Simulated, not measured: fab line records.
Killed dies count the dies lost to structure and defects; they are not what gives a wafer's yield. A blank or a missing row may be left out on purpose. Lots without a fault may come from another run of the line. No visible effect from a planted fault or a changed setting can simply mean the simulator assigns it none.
Which tool did it?    flow sky130    33 wafers from 11 lots sampled at 3 of the route's 708 steps

== WHAT THE GAUGES READ, wafer by wafer ==
SKY_METAL2_RS_MEAS_05: uses a four-point probe to measure.
lot   measured      on             METAL2_ALCU_RS (ohm/sq)
L130  day 35 00:07  film metro-03  0.1275 0.1265 0.1285
L131  day 35 03:38  film metro-01  0.1277 0.1268 0.1261
L132  day 35 09:44  film metro-01  0.1242 0.1263 0.1262
L133  day 35 20:40  film metro-01  0.1261 0.1250 0.1256
L134  day 36 02:20  film metro-03  0.1277 0.1257 0.1278
L137  day 36 17:15  film metro-01  0.1286 0.1289 0.1301
L140  day 37 13:44  film metro-03  0.1264 0.1271 0.1281
L141  day 38 03:01  film metro-04  0.1233 0.1248 0.1238
L143  day 38 11:46  film metro-01  0.1246 0.1242 0.1242
L146  day 39 12:58  film metro-04  0.1284 0.1284 0.1279
L150  day 40 14:45  film metro-01  0.1252 0.1242 0.1265

SKY_VIA2_RS_MEAS_22: uses a four-point probe to measure.
lot   measured      on             VIA2_W_RS (ohm/sq)
L130  day 37 06:30  film metro-02  0.2750 0.2725 0.2733
L131  day 37 10:00  film metro-01  0.2737 0.2722 0.2762
L132  day 37 15:02  film metro-01  0.2718 0.2732 0.2748
L133  day 38 03:15  film metro-01  0.2709 0.2731 0.2759
L134  day 38 08:55  film metro-03  0.2735 0.2730 0.2720
L137  day 38 22:17  film metro-01  0.2749 0.2764 0.2728
L140  day 39 19:26  film metro-01  0.2736 0.2718 0.2705
L141  day 40 07:44  film metro-03  0.2746 0.2727 0.2779
L143  day 40 14:56  film metro-03  0.2723 0.2710 0.2716
L146  day 41 15:53  film metro-01  0.2785 0.2785 0.2713
L150  day 42 16:32  film metro-02  0.2765 0.2735 0.2750

== EACH LOT AND THE TOOL THAT RAN IT (in order: tool; ch and the chambers of the sampled wafers; start) ==
lot   SKY_METAL2_SPUTTER_03
L130  pvd sputter-02, day 35 00:01
L131  pvd sputter-03, day 35 03:31
L132  pvd sputter-01, day 35 09:39
L133  pvd sputter-01, day 35 20:35
L134  pvd sputter-01, day 36 02:13
L137  pvd sputter-03, day 36 17:10
L140  pvd sputter-02, day 37 13:40
L141  pvd sputter-01, day 38 02:56
L143  pvd sputter-01, day 38 11:41
L146  pvd sputter-02, day 39 12:52
L150  pvd sputter-01, day 40 14:41
- SKY_METAL2_SPUTTER_03: material Ti, target thk 5 nm, time 3.3 s.

== WHAT THE TOOLS THEMSELVES READ (means of the sampled wafers that have a number; where no wafer has one, the mark that the record gives instead) ==
SKY_METAL2_SPUTTER_03.
lot   tool            throttle valve pct (%)
L130  pvd sputter-02  30.2
L131  pvd sputter-03  30.6
L132  pvd sputter-01  30.9
L133  pvd sputter-01  29.5
L134  pvd sputter-01  30.8
L137  pvd sputter-03  29.6
L140  pvd sputter-02  29.3
L141  pvd sputter-01  31.3
L143  pvd sputter-01  29.9
L146  pvd sputter-02  29.7
L150  pvd sputter-01  29.9

== THE ANSWER, worked out from the rows above alone ==
Rule: the lots themselves supply what counts as usual. The widest of any qualifying gaps counts: lots, ordered by their means at a reading, are off when they make up no more than a third of the lots, leave a main group of 4 or more, and stand apart from it by 3 or more times the standard deviation of that group's means. A main group whose means are all the same, to the digits that the tables above print for the reading, isn't used. A lot without any number at a reading at which 4 lots or more have one is off too. The other lots that the step has rows for count as sound. The gauges are gone through in route order, then the tools' own readings, and for those a lot's mean is taken as printed above. At the first step where some lot is off, the reading lying furthest off is the one used; lots without a number count as furthest.
Nothing can be told from this: no lot is off at any reading shown.

== WHAT HAD BEEN PUT IN BY THE SIMULATOR ==
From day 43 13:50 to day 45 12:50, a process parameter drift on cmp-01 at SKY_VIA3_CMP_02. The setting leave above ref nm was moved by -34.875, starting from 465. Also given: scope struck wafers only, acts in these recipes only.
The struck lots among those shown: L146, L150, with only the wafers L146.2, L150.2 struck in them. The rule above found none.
